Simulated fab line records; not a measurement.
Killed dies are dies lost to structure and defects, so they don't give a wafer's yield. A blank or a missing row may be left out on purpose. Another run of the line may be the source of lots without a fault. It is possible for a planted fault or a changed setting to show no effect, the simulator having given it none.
What tool caused it? | flow sky130 | 6 lots with 18 wafers sampled at 2 steps, on a route of 708 steps

WHAT EACH GAUGE READ, for each wafer
SKY_LDD_N_OVL_MEAS_07.
lot  | measured     | on         | LDD_N_OVL (nm)
L960 | day 19 03:56 | overlay-02 | -2.9 -1.5 -2.4
L970 | day 22 15:11 | overlay-01 | -1.3 0.0 0.2
L973 | day 24 01:02 | overlay-02 | -0.1 -1.6 -1.0
L975 | day 24 15:59 | overlay-02 | -1.3 0.9 -2.3
L978 | day 26 04:23 | overlay-02 | -2.6 -2.6 -3.2

WHAT TOOL EACH LOT RAN ON (gives the tool, then ch and the chambers of the sampled wafers, and finally the start)
lot  | SKY_FIELD_ISO_CVD_03
L960 | lpcvd-02 ch 0, day 2 02:41
L964 | lpcvd-02 ch 1, day 2 23:25
L970 | lpcvd-02 ch 0, day 4 05:37
L973 | lpcvd-02 ch 0, day 4 20:11
L975 | lpcvd-02 ch 0, day 5 08:22
L978 | lpcvd-02 ch 0, day 5 22:19
- SKY_FIELD_ISO_CVD_03: deposits Si3N4 from DCS/NH3, target thk 165 nm, time 2830 s.

THE ANSWER, worked out from the rows above alone
Rule: the usual values come from the lots themselves. Put in order of their means at a reading, lots are off if they are a third of the lots or fewer, leave a main group of 4 or more, and stand apart from it by a gap of 3 or more times the standard deviation of the main group's means; of several such gaps the widest counts. If all means in a main group match to the digits the tables above print for the reading, that group is not used. Also off: a lot with no number at a reading for which 4 or more lots have one. All remaining lots with rows at the step are treated as sound.
None of the lots is off at any reading shown; this tells nothing.

WHAT THE SIMULATOR HAD PUT IN
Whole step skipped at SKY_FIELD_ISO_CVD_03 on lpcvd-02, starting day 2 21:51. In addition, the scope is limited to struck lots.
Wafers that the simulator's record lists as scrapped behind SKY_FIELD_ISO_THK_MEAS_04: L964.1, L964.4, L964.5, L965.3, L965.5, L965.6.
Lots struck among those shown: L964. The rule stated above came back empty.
